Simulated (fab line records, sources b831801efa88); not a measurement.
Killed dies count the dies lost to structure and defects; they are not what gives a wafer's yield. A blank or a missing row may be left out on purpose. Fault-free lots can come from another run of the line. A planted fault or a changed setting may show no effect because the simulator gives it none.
fab line records || flow gf180mcu
record: {"lots": 14, "wafers": 42, "last-day": 34}
route steps=602 shown TOP_METAL@580
lots that met no fault: from a run of the same line without faults
start-h: the number of hours between the record's first day and the start of the first shown wafer of the lot || wait-h: hours since the lot's step before || " repeats the value in the row above || L1.1+2: one row covering several wafers at once || - no value present, or no start provided || * or withheld: withheld || < > ~ a bound
route shown NAME@n: NAME is a module with steps in the file, n the number in the route of the first one || usual: mean/standard deviation taken from wafers without a fault || same: alike in all rows || chamber/n: place in a boat || sites: readings site by site || _std_site: their standard deviation || _edge_site: the outer-site mean with the inner-site mean subtracted || radius-mm: for every site, how far away it sits from the centre of the wafer || mask NAME#n: copy n || behind: tool/chamber where the wafer was last shaped || hold: what put the lot on hold/how long, in hours/how the hold closed || device: the transistor (n, p or np) that didn't switch || end of line: the same wafers' tests at the end of the route || where a step has no rows: the recipe by itself || killed: not the wafer's yield, but the dies lost to structure and defects at the first sort || map: the dies of a wafer, with x for killed, . for not killed, _ for no die there
set.NAME: the run value of the setting; set.NAME@STEP: its run value at that earlier step || model.NAME: the simulator's own value behind a step, which no gauge read
a sample of lots followed through the steps of the route, with each step as a table and each wafer as a row
== steps ==
step: GF_TOP_METAL_DEVELOP_13
recipe: {"develop-time-s": 60, "dev-temp-c": 23}
usual: {"developer-temp-C": "23.00/0.12"}
same: {"develop-time-s": 60}
{"lot.wafer": "L342.1", "tool": "litho-track-02", "chamber": 0, "start-h": 652.03, "wait-h": 0.1, "developer-temp-C": 22.99}
{"lot.wafer": "L342.4", "tool": "litho-track-02", "chamber": 0, "start-h": 652.03, "wait-h": 0.1, "developer-temp-C": 22.71}
{"lot.wafer": "L342.5", "tool": "litho-track-02", "chamber": 0, "start-h": 652.03, "wait-h": 0.1, "developer-temp-C": 22.83}
{"lot.wafer": "L344.1", "tool": "litho-track-02", "chamber": 0, "start-h": 665.63, "wait-h": 0.1, "developer-temp-C": 23.07}
{"lot.wafer": "L344.3", "tool": "litho-track-02", "chamber": 0, "start-h": 665.63, "wait-h": 0.1, "developer-temp-C": 23.25}
{"lot.wafer": "L344.4", "tool": "litho-track-02", "chamber": 0, "start-h": 665.63, "wait-h": 0.1, "developer-temp-C": 23.27}
{"lot.wafer": "L343.2", "tool": "litho-track-03", "chamber": 0, "start-h": 671.22, "wait-h": 0.1, "developer-temp-C": 23.03}
{"lot.wafer": "L343.3", "tool": "litho-track-03", "chamber": 0, "start-h": 671.22, "wait-h": 0.1, "developer-temp-C": 22.90}
{"lot.wafer": "L343.6", "tool": "litho-track-03", "chamber": 0, "start-h": 671.22, "wait-h": 0.1, "developer-temp-C": 23.09}
{"lot.wafer": "L345.1", "tool": "litho-track-03", "chamber": 0, "start-h": 677.10, "wait-h": 0.1, "developer-temp-C": 23.09}
{"lot.wafer": "L345.2", "tool": "litho-track-03", "chamber": 0, "start-h": 677.10, "wait-h": 0.1, "developer-temp-C": 22.92}
{"lot.wafer": "L345.4", "tool": "litho-track-03", "chamber": 0, "start-h": 677.10, "wait-h": 0.1, "developer-temp-C": 23.08}
{"lot.wafer": "L348.1", "tool": "litho-track-02", "chamber": 0, "start-h": 703.23, "wait-h": 0.1, "developer-temp-C": 20.65}
{"lot.wafer": "L348.3", "tool": "litho-track-02", "chamber": 0, "start-h": 703.23, "wait-h": 0.1, "developer-temp-C": 20.71}
{"lot.wafer": "L348.6", "tool": "litho-track-02", "chamber": 0, "start-h": 703.23, "wait-h": 0.1, "developer-temp-C": 20.83}
{"lot.wafer": "L350.3", "tool": "litho-track-01", "chamber": 0, "start-h": 712.74, "wait-h": 0.1, "developer-temp-C": 22.96}
{"lot.wafer": "L350.4", "tool": "litho-track-01", "chamber": 0, "start-h": 712.74, "wait-h": 0.1, "developer-temp-C": 23.02}
{"lot.wafer": "L350.5", "tool": "litho-track-01", "chamber": 0, "start-h": 712.74, "wait-h": 0.1, "developer-temp-C": 23.17}
{"lot.wafer": "L351.4", "tool": "litho-track-02", "chamber": 0, "start-h": 717.45, "wait-h": 0.1, "developer-temp-C": 20.81}
{"lot.wafer": "L351.5", "tool": "litho-track-02", "chamber": 0, "start-h": 717.45, "wait-h": 0.1, "developer-temp-C": 20.81}
{"lot.wafer": "L351.6", "tool": "litho-track-02", "chamber": 0, "start-h": 717.45, "wait-h": 0.1, "developer-temp-C": 20.74}
{"lot.wafer": "L354.3", "tool": "litho-track-01", "chamber": 0, "start-h": 739.49, "wait-h": 0.1, "developer-temp-C": 22.66}
{"lot.wafer": "L354.4", "tool": "litho-track-01", "chamber": 0, "start-h": 739.49, "wait-h": 0.1, "developer-temp-C": 22.99}
{"lot.wafer": "L354.5", "tool": "litho-track-01", "chamber": 0, "start-h": 739.49, "wait-h": 0.1, "developer-temp-C": 22.71}
{"lot.wafer": "L357.1", "tool": "litho-track-03", "chamber": 0, "start-h": 760.55, "wait-h": 0.1, "developer-temp-C": 22.74}
{"lot.wafer": "L357.4", "tool": "litho-track-03", "chamber": 0, "start-h": 760.55, "wait-h": 0.1, "developer-temp-C": 22.84}
{"lot.wafer": "L357.5", "tool": "litho-track-03", "chamber": 0, "start-h": 760.55, "wait-h": 0.1, "developer-temp-C": 23.02}
{"lot.wafer": "L360.2", "tool": "litho-track-01", "chamber": 0, "start-h": 773.87, "wait-h": 0.1, "developer-temp-C": 22.99}
{"lot.wafer": "L360.3", "tool": "litho-track-01", "chamber": 0, "start-h": 773.87, "wait-h": 0.1, "developer-temp-C": 23.12}
{"lot.wafer": "L360.5", "tool": "litho-track-01", "chamber": 0, "start-h": 773.87, "wait-h": 0.1, "developer-temp-C": 23.12}
{"lot.wafer": "L362.3", "tool": "litho-track-02", "chamber": 0, "start-h": 787.02, "wait-h": 0.1, "developer-temp-C": 22.97}
{"lot.wafer": "L362.4", "tool": "litho-track-02", "chamber": 0, "start-h": 787.02, "wait-h": 0.1, "developer-temp-C": 23.03}
{"lot.wafer": "L362.6", "tool": "litho-track-02", "chamber": 0, "start-h": 787.02, "wait-h": 0.1, "developer-temp-C": 23.05}
{"lot.wafer": "L363.1", "tool": "litho-track-03", "chamber": 0, "start-h": 789.70, "wait-h": 0.1, "developer-temp-C": 22.93}
{"lot.wafer": "L363.3", "tool": "litho-track-03", "chamber": 0, "start-h": 789.70, "wait-h": 0.1, "developer-temp-C": 22.80}
{"lot.wafer": "L363.6", "tool": "litho-track-03", "chamber": 0, "start-h": 789.70, "wait-h": 0.1, "developer-temp-C": 22.92}
{"lot.wafer": "L364.1", "tool": "litho-track-01", "chamber": 0, "start-h": 795.54, "wait-h": 0.1, "developer-temp-C": 22.96}
{"lot.wafer": "L364.5", "tool": "litho-track-01", "chamber": 0, "start-h": 795.54, "wait-h": 0.1, "developer-temp-C": 23.01}
{"lot.wafer": "L364.6", "tool": "litho-track-01", "chamber": 0, "start-h": 795.54, "wait-h": 0.1, "developer-temp-C": 22.89}
{"lot.wafer": "L365.3", "tool": "litho-track-02", "chamber": 0, "start-h": 802.07, "wait-h": 0.1, "developer-temp-C": 22.89}
{"lot.wafer": "L365.4", "tool": "litho-track-02", "chamber": 0, "start-h": 802.07, "wait-h": 0.1, "developer-temp-C": 22.92}
{"lot.wafer": "L365.5", "tool": "litho-track-02", "chamber": 0, "start-h": 802.07, "wait-h": 0.1, "developer-temp-C": 22.98}
step: GF_TOP_METAL_CD_MEAS_14
recipe: {"target-cd-nm": 440}
usual: {"cd-nm": "439.0/1.6"}
{"lot.wafer": "L342.1", "tool": "cd-sem-01", "chamber": "-", "start-h": 652.18, "wait-h": 0.1, "cd-nm": 440.0}
{"lot.wafer": "L342.4", "tool": "cd-sem-01", "chamber": "-", "start-h": 652.18, "wait-h": 0.1, "cd-nm": 438.4}
{"lot.wafer": "L342.5", "tool": "cd-sem-01", "chamber": "-", "start-h": 652.18, "wait-h": 0.1, "cd-nm": 437.6}
{"lot.wafer": "L344.1", "tool": "cd-sem-02", "chamber": "-", "start-h": 665.78, "wait-h": 0.1, "cd-nm": 434.8}
{"lot.wafer": "L344.3", "tool": "cd-sem-02", "chamber": "-", "start-h": 665.78, "wait-h": 0.1, "cd-nm": 439.2}
{"lot.wafer": "L344.4", "tool": "cd-sem-02", "chamber": "-", "start-h": 665.78, "wait-h": 0.1, "cd-nm": 435.6}
{"lot.wafer": "L343.2", "tool": "cd-sem-02", "chamber": "-", "start-h": 671.37, "wait-h": 0.1, "cd-nm": 437.3}
{"lot.wafer": "L343.3", "tool": "cd-sem-02", "chamber": "-", "start-h": 671.37, "wait-h": 0.1, "cd-nm": 438.1}
{"lot.wafer": "L343.6", "tool": "cd-sem-02", "chamber": "-", "start-h": 671.37, "wait-h": 0.1, "cd-nm": 437.7}
{"lot.wafer": "L345.1", "tool": "cd-sem-01", "chamber": "-", "start-h": 677.25, "wait-h": 0.1, "cd-nm": 440.8}
{"lot.wafer": "L345.2", "tool": "cd-sem-01", "chamber": "-", "start-h": 677.25, "wait-h": 0.1, "cd-nm": 438.2}
{"lot.wafer": "L345.4", "tool": "cd-sem-01", "chamber": "-", "start-h": 677.25, "wait-h": 0.1, "cd-nm": 440.0}
{"lot.wafer": "L348.1", "tool": "cd-sem-02", "chamber": "-", "start-h": 703.38, "wait-h": 0.1, "cd-nm": 435.0}
{"lot.wafer": "L348.3", "tool": "cd-sem-02", "chamber": "-", "start-h": 703.38, "wait-h": 0.1, "cd-nm": 436.0}
{"lot.wafer": "L348.6", "tool": "cd-sem-02", "chamber": "-", "start-h": 703.38, "wait-h": 0.1, "cd-nm": 434.8}
{"lot.wafer": "L350.3", "tool": "cd-sem-01", "chamber": "-", "start-h": 712.88, "wait-h": 0.1, "cd-nm": 439.7}
{"lot.wafer": "L350.4", "tool": "cd-sem-01", "chamber": "-", "start-h": 712.88, "wait-h": 0.1, "cd-nm": 438.2}
{"lot.wafer": "L350.5", "tool": "cd-sem-01", "chamber": "-", "start-h": 712.88, "wait-h": 0.1, "cd-nm": 440.5}
{"lot.wafer": "L351.4", "tool": "cd-sem-02", "chamber": "-", "start-h": 717.59, "wait-h": 0.1, "cd-nm": 433.5}
{"lot.wafer": "L351.5", "tool": "cd-sem-02", "chamber": "-", "start-h": 717.59, "wait-h": 0.1, "cd-nm": 435.4}
{"lot.wafer": "L351.6", "tool": "cd-sem-02", "chamber": "-", "start-h": 717.59, "wait-h": 0.1, "cd-nm": 432.4}
{"lot.wafer": "L354.3", "tool": "cd-sem-02", "chamber": "-", "start-h": 739.63, "wait-h": 0.1, "cd-nm": 441.2}
{"lot.wafer": "L354.4", "tool": "cd-sem-02", "chamber": "-", "start-h": 739.63, "wait-h": 0.1, "cd-nm": 440.5}
{"lot.wafer": "L354.5", "tool": "cd-sem-02", "chamber": "-", "start-h": 739.63, "wait-h": 0.1, "cd-nm": 440.2}
{"lot.wafer": "L357.1", "tool": "cd-sem-02", "chamber": "-", "start-h": 760.70, "wait-h": 0.1, "cd-nm": 434.5}
{"lot.wafer": "L357.4", "tool": "cd-sem-02", "chamber": "-", "start-h": 760.70, "wait-h": 0.1, "cd-nm": 437.5}
{"lot.wafer": "L357.5", "tool": "cd-sem-02", "chamber": "-", "start-h": 760.70, "wait-h": 0.1, "cd-nm": 436.0}
{"lot.wafer": "L360.2", "tool": "cd-sem-02", "chamber": "-", "start-h": 774.01, "wait-h": 0.1, "cd-nm": 439.6}
{"lot.wafer": "L360.3", "tool": "cd-sem-02", "chamber": "-", "start-h": 774.01, "wait-h": 0.1, "cd-nm": 436.7}
{"lot.wafer": "L360.5", "tool": "cd-sem-02", "chamber": "-", "start-h": 774.01, "wait-h": 0.1, "cd-nm": 438.3}
{"lot.wafer": "L362.3", "tool": "cd-sem-02", "chamber": "-", "start-h": 787.16, "wait-h": 0.1, "cd-nm": 440.5}
{"lot.wafer": "L362.4", "tool": "cd-sem-02", "chamber": "-", "start-h": 787.16, "wait-h": 0.1, "cd-nm": 439.9}
{"lot.wafer": "L362.6", "tool": "cd-sem-02", "chamber": "-", "start-h": 787.16, "wait-h": 0.1, "cd-nm": 437.8}
{"lot.wafer": "L363.1", "tool": "cd-sem-01", "chamber": "-", "start-h": 789.85, "wait-h": 0.1, "cd-nm": 440.1}
{"lot.wafer": "L363.3", "tool": "cd-sem-01", "chamber": "-", "start-h": 789.85, "wait-h": 0.1, "cd-nm": 440.6}
{"lot.wafer": "L363.6", "tool": "cd-sem-01", "chamber": "-", "start-h": 789.85, "wait-h": 0.1, "cd-nm": 442.7}
{"lot.wafer": "L364.1", "tool": "cd-sem-01", "chamber": "-", "start-h": 795.69, "wait-h": 0.1, "cd-nm": 439.8}
{"lot.wafer": "L364.5", "tool": "cd-sem-01", "chamber": "-", "start-h": 795.69, "wait-h": 0.1, "cd-nm": 438.9}
{"lot.wafer": "L364.6", "tool": "cd-sem-01", "chamber": "-", "start-h": 795.69, "wait-h": 0.1, "cd-nm": 438.1}
{"lot.wafer": "L365.3", "tool": "cd-sem-01", "chamber": "-", "start-h": 802.21, "wait-h": 0.1, "cd-nm": 440.0}
{"lot.wafer": "L365.4", "tool": "cd-sem-01", "chamber": "-", "start-h": 802.21, "wait-h": 0.1, "cd-nm": 441.6}
{"lot.wafer": "L365.5", "tool": "cd-sem-01", "chamber": "-", "start-h": 802.21, "wait-h": 0.1, "cd-nm": 440.6}
== key ==
first-sign: {"step": "GF_TOP_METAL_DEVELOP_13", "reading": "developer-temp-C", "direction": "down", "sigmas": 19, "usual": "*", "struck": "*"}
effect: {"step": "GF_TOP_METAL_CD_MEAS_14", "reading": "cd-nm", "direction": "down", "sigmas": 2.8, "usual": 439.0, "struck": 434.5}
met-at GF_TOP_METAL_DEVELOP_13
struck-lots L348,L351
onset-between 665.63 703.23
fault: {"kind": "process-parameter-drift", "tool": "litho-track-02", "chamber": "-", "onset-h": 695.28, "steps": "GF_TOP_METAL_DEVELOP_13", "channel": "dev-temp-c", "offset": "*", "shape": "step", "end-h": 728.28, "acts-in": "*", "stated": "*"}
